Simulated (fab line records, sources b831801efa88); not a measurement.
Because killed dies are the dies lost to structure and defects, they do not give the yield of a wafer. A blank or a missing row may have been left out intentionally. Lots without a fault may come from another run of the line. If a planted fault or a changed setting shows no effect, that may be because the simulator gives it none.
fab line records	flow gf180mcu	part 2 of 2: steps 28 to 38 of 38
record: lots: 5	wafers: 15	last-day: 34
route steps=602 shown SAB@271 SALICIDE@278 CONTACT@287
lots that met no fault: from a run of the same line without faults
start-h: start of the lot's first displayed wafer, in hours after the record's first day	wait-h: how many hours have passed since the lot's step before this one	" identical to the entry in the row above	L1.1+2: one row covering several wafers at once	- value missing, or start not given	* or withheld: withheld	< > ~ a bound
route shown NAME@n: a module of which the file shows steps, and the number in the route of the first	usual: mean and standard deviation over wafers with no fault	same: alike in all rows	chamber/n: place in a boat	sites: the reading at each site	_std_site: the values' standard deviation	_edge_site: the outer-site mean with the inner-site mean subtracted	radius-mm: for every site, how far away it sits from the centre of the wafer	mask NAME#n: copy n	behind: tool/chamber where the wafer was last shaped	hold: cause of the lot's hold/its duration in hours/its outcome	device: which transistor (n, p or np) failed to switch	end of line: the route-end tests of the same wafers	for a step that has no rows: nothing shown but its recipe	killed: dies that structure and defects cost at the first sort, which is not the same as the wafer's yield	map: per-die view of a wafer (x killed, . not killed, _ where there is no die)
set.NAME: setting as actually run; set.NAME@STEP: the setting as run at that earlier step	model.NAME: the simulator's own value behind a step, which no gauge read
lots at selected steps of the route; one table per step, one row per wafer
services: the hour from which a tool's chamber was out of use, counted from the record's first day as start-h (under 0 if before that day), plus the number of hours and why
== steps ==
step: GF_CONTACT_EXPOSE_11
recipe: mask-id: Contact	target-cd-nm: 220	na: 0.68	source-shape: conventional	sigma-outer: 0.6	dose-mj: 38
lot.wafer	tool	chamber	start-h	wait-h	mask
L075.1+4+6	krf-scanner-01	0	-	-	Contact#0
L076.2+4+6	krf-scanner-02	0	-	-	Contact#0
L080.3+5+6	krf-scanner-02	0	-	-	Contact#0
L094.1+3+4	krf-scanner-01	0	-	-	Contact#0
L096.1+2+6	krf-scanner-01	0	-	-	Contact#0
step: GF_CONTACT_PEB_12
recipe: peb-temp-c: 135	peb-time-s: 90	resist: KrF
usual: chill-plate-temp-C: 22.98/0.11
lot.wafer	tool	chamber	start-h	wait-h	chill-plate-temp-C
L075.1	litho-track-01	0	-	-	22.92
L075.4	"	0	"	"	22.90
L075.6	"	0	"	"	22.94
L076.2	litho-track-02	0	-	-	23.11
L076.4	"	0	"	"	22.98
L076.6	"	0	"	"	22.91
L080.3	litho-track-01	0	-	-	22.88
L080.5	"	0	"	"	22.93
L080.6	"	0	"	"	22.90
L094.1	litho-track-01	0	-	-	22.99
L094.3	"	0	"	"	22.93
L094.4	"	0	"	"	23.03
L096.1	litho-track-01	0	-	-	23.02
L096.2	"	0	"	"	22.97
L096.6	"	0	"	"	22.97
step: GF_CONTACT_DEVELOP_13
recipe: develop-time-s: 60	resist: KrF	dev-temp-c: 21
usual: chill-plate-temp-C: 23.02/0.11
same: develop-time-s: 60
lot.wafer	tool	chamber	start-h	wait-h	chill-plate-temp-C
L075.1	litho-track-01	0	376.56	0.2	23.02
L075.4	"	0	"	"	22.91
L075.6	"	0	"	"	22.86
L076.2	litho-track-02	0	390.51	0.2	23.09
L076.4	"	0	"	"	23.03
L076.6	"	0	"	"	22.89
L080.3	litho-track-01	0	432.46	0.1	23.05
L080.5	"	0	"	"	23.05
L080.6	"	0	"	"	22.98
L094.1	litho-track-01	0	554.16	0.2	23.09
L094.3	"	0	"	"	23.12
L094.4	"	0	"	"	23.23
L096.1	litho-track-01	0	563.06	0.2	23.07
L096.2	"	0	"	"	22.95
L096.6	"	0	"	"	23.01
step: GF_CONTACT_CD_MEAS_14
recipe: target-cd-nm: 220
usual: cd-nm: 220.0/1.5
lot.wafer	tool	chamber	start-h	wait-h	cd-nm
L075.1	cd-sem-02	-	376.71	0.1	218.0
L075.4	"	-	"	"	216.5
L075.6	"	-	"	"	217.2
L076.2	cd-sem-02	-	390.65	0.1	219.1
L076.4	"	-	"	"	219.2
L076.6	"	-	"	"	219.7
L080.3	cd-sem-02	-	432.60	0.1	219.6
L080.5	"	-	"	"	218.5
L080.6	"	-	"	"	220.2
L094.1	cd-sem-01	-	554.31	0.1	219.4
L094.3	"	-	"	"	220.7
L094.4	"	-	"	"	222.5
L096.1	cd-sem-01	-	563.21	0.1	220.5
L096.2	"	-	"	"	219.4
L096.6	"	-	"	"	219.7
step: GF_CONTACT_OVL_MEAS_15
usual: CONTACT_OVL: 2/6
lot.wafer	tool	chamber	start-h	wait-h	CONTACT_OVL[nm]
L075.1	overlay-01	-	376.83	0.1	0
L075.4	"	-	"	"	-2
L075.6	"	-	"	"	1
L076.2	overlay-01	-	390.76	0.1	3
L076.4	"	-	"	"	7
L076.6	"	-	"	"	5
L080.3	overlay-02	-	432.69	0.1	6
L080.5	"	-	"	"	-3
L080.6	"	-	"	"	-4
L094.1	overlay-01	-	554.43	0.1	7
L094.3	"	-	"	"	10
L094.4	"	-	"	"	8
L096.1	overlay-01	-	563.33	0.1	-3
L096.2	"	-	"	"	6
L096.6	"	-	"	"	5
step: GF_CONTACT_ETCH_16
recipe: chemistry: N2/H2	target-depth-a: withheld	overetch-a: withheld	time-s: withheld	target: BARC	ion-energy-ev: 200	source-w: 500	bias-w: 100	pressure-mtorr: 30	n2-flow-sccm: 100	h2-flow-sccm: 200
usual: drypump-motor-current-A: 5.5/0.59	oes-product-au: 0.854/0.0049	throttle-valve-pct: 13.224/0.0097
lot.wafer	tool	chamber	start-h	wait-h	drypump-motor-current-A	oes-product-au	throttle-valve-pct
L075.1	rie-diel-01	1	376.87	0.0	6.5	0.864	13.221
L075.4	"	3	"	"	5.1	0.849	13.219
L075.6	"	2	"	"	5.5	0.860	13.210
L076.2	rie-diel-03	3	390.79	0.0	5.5	0.856	13.232
L076.4	"	1	"	"	5.8	0.858	13.208
L076.6	"	2	"	"	4.8	0.854	13.225
L080.3	rie-diel-02	0	432.72	0.0	5.8	0.861	13.218
L080.5	"	2	"	"	5.0	0.857	13.215
L080.6	"	1	"	"	4.7	0.852	13.230
L094.1	rie-diel-01	0	554.47	0.0	5.5	0.853	13.229
L094.3	"	3	"	"	5.1	0.859	13.208
L094.4	"	2	"	"	5.4	0.855	13.235
L096.1	rie-diel-02	1	563.37	0.0	4.7	0.854	13.217
L096.2	"	3	"	"	5.5	0.846	13.218
L096.6	"	3	"	"	5.5	0.860	13.229
step: GF_CONTACT_ETCH_17
recipe: chemistry: C4F8/O2/Ar	mask-material: KrF	target: SiO2	stop-on: CoSi2	source-w: 1500	bias-w: 1200	pressure-mtorr: 40	c4f8-flow-sccm: withheld	O2_flow_sccm: 6	Ar_flow_sccm: 300	time-s: withheld	target-depth-a: 8600
usual: oes-product-au: 0.816/0.0049
lot.wafer	tool	chamber	start-h	wait-h	oes-product-au
L075.1	rie-diel-01	1	-	-	0.817
L075.4	"	3	"	"	0.811
L075.6	"	2	"	"	0.823
L076.2	rie-diel-03	3	-	-	0.821
L076.4	"	1	"	"	0.818
L076.6	"	2	"	"	0.817
L080.3	rie-diel-02	0	-	-	0.814
L080.5	"	2	"	"	0.810
L080.6	"	1	"	"	0.817
L094.1	rie-diel-01	0	-	-	0.815
L094.3	"	3	"	"	0.818
L094.4	"	2	"	"	0.811
L096.1	rie-diel-02	1	-	-	0.810
L096.2	"	3	"	"	0.811
L096.6	"	3	"	"	0.812
step: GF_CONTACT_STRIP_18
recipe: chemistry: O2/N2	power-w: 1400	pressure-mtorr: 1500	platen-temp-c: 250	o2-flow-sccm: 3000	n2-flow-sccm: 300	overash-fraction: 0.5
usual: drypump-motor-current-A: 5.6/0.37	heater-power-w: 319/30	oes-product-au: 0.580/0.0052
lot.wafer	tool	chamber	start-h	wait-h	drypump-motor-current-A	heater-power-w	oes-product-au	rf-hours-counter-h
L075.1	plasma-asher-04	1	377.03	-	6.2	329	0.581	76
L075.4	"	0	"	"	5.3	359	0.585	-
L075.6	"	1	"	"	6.2	317	0.581	-
L076.2	plasma-asher-04	0	390.95	-	5.3	349	0.574	77
L076.4	"	0	"	"	5.3	354	0.581	-
L076.6	"	1	"	"	6.3	313	0.581	-
L080.3	plasma-asher-04	0	432.91	-	5.3	366	0.578	-
L080.5	"	1	"	"	6.2	323	0.584	-
L080.6	"	0	"	"	5.3	359	0.583	-
L094.1	plasma-asher-04	1	554.63	-	6.2	319	0.577	95
L094.3	"	0	"	"	5.3	354	0.579	-
L094.4	"	1	"	"	6.2	319	0.588	-
L096.1	plasma-asher-02	1	563.53	-	5.5	259	0.574	39
L096.2	"	0	"	"	5.8	348	0.578	39
L096.6	"	1	"	"	5.6	263	0.579	-
step: GF_CONTACT_CLEAN_19
recipe: chemistry: SPM
lot.wafer	tool	chamber	start-h	wait-h
L075.1+4+6	wet-bench-01	0	377.13	0.1
L076.2+4+6	wet-bench-04	1	391.05	0.1
L080.3+5+6	wet-bench-04	3	432.98	0.0
L094.1+3+4	wet-bench-02	2	554.73	0.1
L096.1+2+6	wet-bench-04	3	563.63	0.1
step: GF_CONTACT_CLEAN_20
recipe: chemistry: DIW
lot.wafer	tool	chamber	start-h	wait-h
L075.1+4+6	wet-bench-02	1	377.22	0.0
L076.2+4+6	wet-bench-01	3	391.14	0.0
L080.3+5+6	wet-bench-01	0	433.07	0.0
L094.1+3+4	wet-bench-01	0	554.82	0.0
L096.1+2+6	wet-bench-01	3	563.73	0.0
step: GF_CONTACT_CLEAN_21
recipe: chemistry: dHF	time-s: 20	dilution: 100:1	dry: ipa-marangoni
lot.wafer	tool	chamber	start-h	wait-h
L075.1+4+6	wet-bench-04	1	377.32	0.0
L076.2+4+6	wet-bench-04	2	391.23	0.0
L080.3+5+6	wet-bench-04	3	433.16	0.0
L094.1+3+4	wet-bench-04	2	554.92	0.0
L096.1+2+6	wet-bench-02	1	563.82	0.0
== services ==
tool	chamber	start-h	hours	kind
plasma-asher-02	-	328.62	10.0	pm
cmp-02	-	338.57	4.2	pm
rie-diel-02	-	341.99	1.9	repair
pecvd-04	0	343.79	2.4	repair
wet-bench-04	-	352.03	1.9	pm
rie-diel-02	0	361.72	1.6	repair
pecvd-04	-	371.69	4.3	pm
pecvd-04	-	379.98	0.6	repair
krf-scanner-01	-	388.52	4.5	repair
hdpcvd-01	-	393.49	1.2	repair
cmp-02	-	397.22	3.9	repair
rie-diel-01	-	405.39	2.8	pm
krf-scanner-01	-	406.04	1.0	pm
rie-diel-02	1	406.66	2.0	repair
krf-scanner-01	-	407.88	1.3	pm
rie-diel-02	0	417.42	5.1	repair
cmp-02	-	417.91	2.6	repair
rie-diel-02	0	424.02	4.9	repair
rie-diel-02	2	442.14	46.9	repair
rie-diel-02	-	469.47	0.5	repair
plasma-asher-04	-	475.49	7.3	repair
rtp-anneal-02	-	487.29	1.7	repair
rtp-anneal-01	-	490.33	3.3	pm
pvd-sputter-02	-	544.95	2.5	repair
